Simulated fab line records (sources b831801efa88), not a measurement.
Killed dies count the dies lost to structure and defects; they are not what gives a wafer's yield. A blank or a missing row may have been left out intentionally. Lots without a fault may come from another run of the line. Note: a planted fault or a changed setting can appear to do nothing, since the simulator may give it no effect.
Comparing a struck lot with a sound one + flow gf180mcu + 15 out of 602 route steps
Sound: these wafers, L322.1, L322.5, L322.6. Wafers L332.3, L332.4, L332.6 were the ones struck. The cause is given at the end.
Each step with rows lists, per side, the tool, then ch with its chambers, then its first start. Under that, the readings that differ: sound wafers + struck wafers + difference of the means + sigmas: that difference in standard deviations of wafers without a fault.
alike: words and numbers the same on both sides, and readings whose means are apart by under 2 such deviations; not compared: readings that were withheld, readings missing a value for some wafer, numbers with overlapping values and no deviation given by the record, and bounds like >300 which may hide the same value.
A row with sigmas, a row that says differs or no value, or rows on one side alone: a step with any of these is where the two part. Numbers that have no deviation but don't overlap get no sigmas and don't part them. A reading missing from all wafers of one side parts the sides only when that side holds two or more wafers.

GF_V1_BOW_MEAS_05:
  sound on film-metro-04, day 19 19:15; struck on film-metro-04, day 23 14:13
  alike: V1_BOW
then, 8 steps without rows for these wafers: GF_V1_DEHYDRATE_06 (time 60 s); GF_V1_HMDS_07 (prime time 60 s); GF_V1_COAT_08; GF_V1_COAT_09 (resist thk 1000 nm); GF_V1_SOFTBAKE_10 (time 60 s); GF_V1_EXPOSE_11 (exposes mask Via1, target cd 260 nm); GF_V1_PEB_12 (peb time 90 s); GF_V1_DEVELOP_13 (develop time 60 s).
GF_V1_CD_MEAS_14: the cd target is 260 nm.
  sound on cd-sem-01, day 20 19:31; struck on cd-sem-01, day 24 12:19
  alike: cd-nm
GF_V1_OVL_MEAS_15:
  sound on overlay-02, day 20 19:38; struck on overlay-02, day 24 12:24
  alike: V1_OVL
GF_V1_ETCH_16: etches BARC in N2/H2.
  sound on rie-diel-01 ch 1,2,3, day 20 19:41; struck on rie-diel-01 ch 1,2,3, day 24 12:26
  alike: bias-w, drypump-motor-current-A, oes-product-au, throttle-valve-pct
GF_V1_ETCH_17: etches SiO2 in C4F8/O2/Ar, stops on TiN, target depth 630 nm.
  sound on rie-diel-01 ch 1,2,3, day 20 19:00; struck on rie-diel-01 ch 1,2,3, day 24 12:00
| reading    | sound          | struck         | difference | sigmas |
|------------|----------------|----------------|------------|--------|
| bias-w (W) | 1199 1197 1200 | 1236 1232 1238 | +37        | +10    |
  alike: oes-product-au
GF_V1_STRIP_18: strips in O2/N2.
  sound on plasma-asher-04 ch 0,1, day 20 19:49; struck on plasma-asher-03 ch 0,1, day 24 12:35
  alike: drypump-motor-current-A, heater-power-w, oes-product-au
  not compared: rf-hours-counter-h
-- the record jumps here: 9 days lie between the struck wafers' starts before and after (it left off in module V1 and takes up again in module PASSIVATION, whose first step shown is number 602 of the route) --
GF_PASSIVATION_PROBE_99:
  the record has rows for the struck wafers here (prober-02, day 33 18:34) and none for the sound ones

## WHERE THEY PART
First at GF_V1_ETCH_17; last, within this record, at GF_PASSIVATION_PROBE_99.

WHY: what the simulator had put in
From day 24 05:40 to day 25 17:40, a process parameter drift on rie-diel-01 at GF_V1_ETCH_17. Setting bias-w shifted by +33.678 from 1200. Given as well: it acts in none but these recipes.
